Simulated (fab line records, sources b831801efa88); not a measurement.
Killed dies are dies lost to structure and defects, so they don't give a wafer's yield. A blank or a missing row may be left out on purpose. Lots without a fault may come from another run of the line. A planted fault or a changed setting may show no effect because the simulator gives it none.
Chamber matching | flow sky130 | SKY_VIA4_ETCH_12 on rie_diel-02: 4 sister chambers
The step etches SiO2 in C4F8/O2/Ar, stops on TiN, target depth 580 nm. 4 wafers are shown with their chamber, then 8 later ones without.

WAFERS WITH THEIR CHAMBER
wafer  | chamber | oes_product_au (a.u.)
L082.4 | 1       | 0.927
L086.3 | 2       | 0.927
L086.6 | 0       | 0.923
L094.2 | 3       | 0.926

WAFERS WITHOUT THEIR CHAMBER
wafer  | oes_product_au (a.u.)
L094.4 | 0.936
L094.6 | 0.916
L096.1 | 0.927
L096.4 | 0.926
L096.5 | 0.926
L097.1 | 0.929
L097.2 | 0.915
L097.4 | 0.923

WHICH CHAMBER EACH WENT THROUGH
wafer  | from the rows above               | in truth
L094.4 | can't be placed: 1 or 2 or 3 or 0 | 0
L094.6 | can't be placed: 0 or 3 or 1 or 2 | 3
L096.1 | can't be placed: 1 or 2 or 3 or 0 | 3
L096.4 | can't be placed: 3 or 1 or 2 or 0 | 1
L096.5 | can't be placed: 3 or 1 or 2 or 0 | 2
L097.1 | can't be placed: 1 or 2 or 3 or 0 | 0
L097.2 | can't be placed: 0 or 3 or 1 or 2 | 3
L097.4 | can't be placed: 0 or 3 or 1 or 2 | 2
Placed correctly: 0 of 8. Can't be placed from these rows: 8 (the true chamber is among the candidates in 8). Placed wrongly: 0.
How it was worked out, from the rows above alone: a wafer's distance from a chamber is the root of the sum, over the readings, of the square of ((its reading less the chamber's mean) divided by the reading's scatter). The wafer belongs to the nearest chamber; if the next one is less than 2 further off, it can't be placed. A chamber's mean is the mean of its shown wafers. The scatter: with one shown wafer a chamber, the root of the mean of the squares of how far each hidden wafer lies from its nearest shown one.
